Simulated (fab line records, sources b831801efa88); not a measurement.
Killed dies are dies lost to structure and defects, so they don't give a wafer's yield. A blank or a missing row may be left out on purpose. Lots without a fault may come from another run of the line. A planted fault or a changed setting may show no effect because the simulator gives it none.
Chamber matching | flow sfq_line | SFQ_TRILAYER_I2_CMP_CMP_064 on cmp-02: 4 sister chambers
The step polishes SiO2. 18 wafers are shown with their chamber, then 9 later ones without.

WAFERS WITH THEIR CHAMBER
wafer  | chamber | motor_current_A (A) | time_to_endpoint_s (s) | slurry_filter_dp_kPa (kPa)
L583.1 | 3       | 10.9                | 211                    | 13.46
L583.4 | 1       | 10.1                | 232                    | 13.30
L583.6 | 3       | 10.8                | 215                    | 13.71
L586.1 | 2       | 11.5                | 215                    | 13.45
L586.3 | 1       | 9.8                 | 223                    | 13.64
L586.4 | 3       | 10.2                | 216                    | 13.59
L591.1 | 1       | 10.3                | 220                    | 13.39
L591.2 | 3       | 11.2                | 210                    | 13.50
L591.5 | 1       | 9.4                 | 232                    | 13.59
L592.1 | 2       | 11.3                | 212                    | 13.67
L592.4 | 1       | 9.5                 | 221                    | 13.49
L592.2 | 0       | 11.8                | 216                    | 13.56
L593.4 | 3       | 11.0                | 202                    | 13.58
L593.5 | 3       | 10.9                | 209                    | 13.54
L593.6 | 0       | 11.4                | 211                    | 13.49
L594.1 | 3       | 11.4                | 198                    | 13.23
L594.5 | 0       | 11.4                | 213                    | 13.43
L594.6 | 3       | 10.8                | 213                    | 13.44

SIGNATURES (means of the wafers above)
reading              | chamber 0 | chamber 1 | chamber 2 | chamber 3 | scatter within a chamber
motor_current_A      | 11.533    | 9.820     | 11.400    | 10.900    | 0.335
time_to_endpoint_s   | 213.33    | 225.60    | 213.50    | 209.25    | 5.57
slurry_filter_dp_kPa | 13.4933   | 13.4820   | 13.5600   | 13.5062   | 0.133
Rule: a wafer's distance from a chamber is the root of the sum, over the readings, of the square of ((its reading less the chamber's mean) divided by the reading's scatter). The wafer belongs to the nearest chamber; if the next one is less than 2 further off, it can't be placed. The scatter: the root of (the sum of the squares of (reading less its chamber's mean) over the shown wafers, divided by (wafers less chambers)).

WAFERS WITHOUT THEIR CHAMBER
wafer  | motor_current_A (A) | time_to_endpoint_s (s) | slurry_filter_dp_kPa (kPa)
L599.1 | 9.8                 | 218                    | 13.51
L599.2 | 11.2                | 214                    | 13.56
L599.5 | 11.5                | 220                    | 13.40
L603.2 | 10.5                | 201                    | 13.47
L603.4 | 11.6                | 246                    | 13.41
L603.6 | 11.1                | 252                    | 13.64
L604.2 | 10.9                | 212                    | 13.41
L604.3 | 11.3                | 253                    | 13.56
L604.1 | 11.1                | 206                    | 13.45

WHICH CHAMBER EACH WENT THROUGH
wafer  | from the rows above               | in truth
L599.1 | 1                                 | 1
L599.2 | can't be placed: 2 or 0 or 3      | 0
L599.5 | can't be placed: 0 or 2 or 3      | 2
L603.2 | can't be placed: 3 or 2 or 0      | 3
L603.4 | can't be placed: 0 or 2 or 1 or 3 | 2
L603.6 | can't be placed: 1 or 2 or 0 or 3 | 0
L604.2 | can't be placed: 3 or 2 or 0      | 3
L604.3 | can't be placed: 1 or 2 or 0 or 3 | 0
L604.1 | can't be placed: 3 or 2 or 0      | 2
Placed correctly: 1 of 9. Can't be placed from these rows: 8 (the true chamber is among the candidates in 8). Placed wrongly: 0.
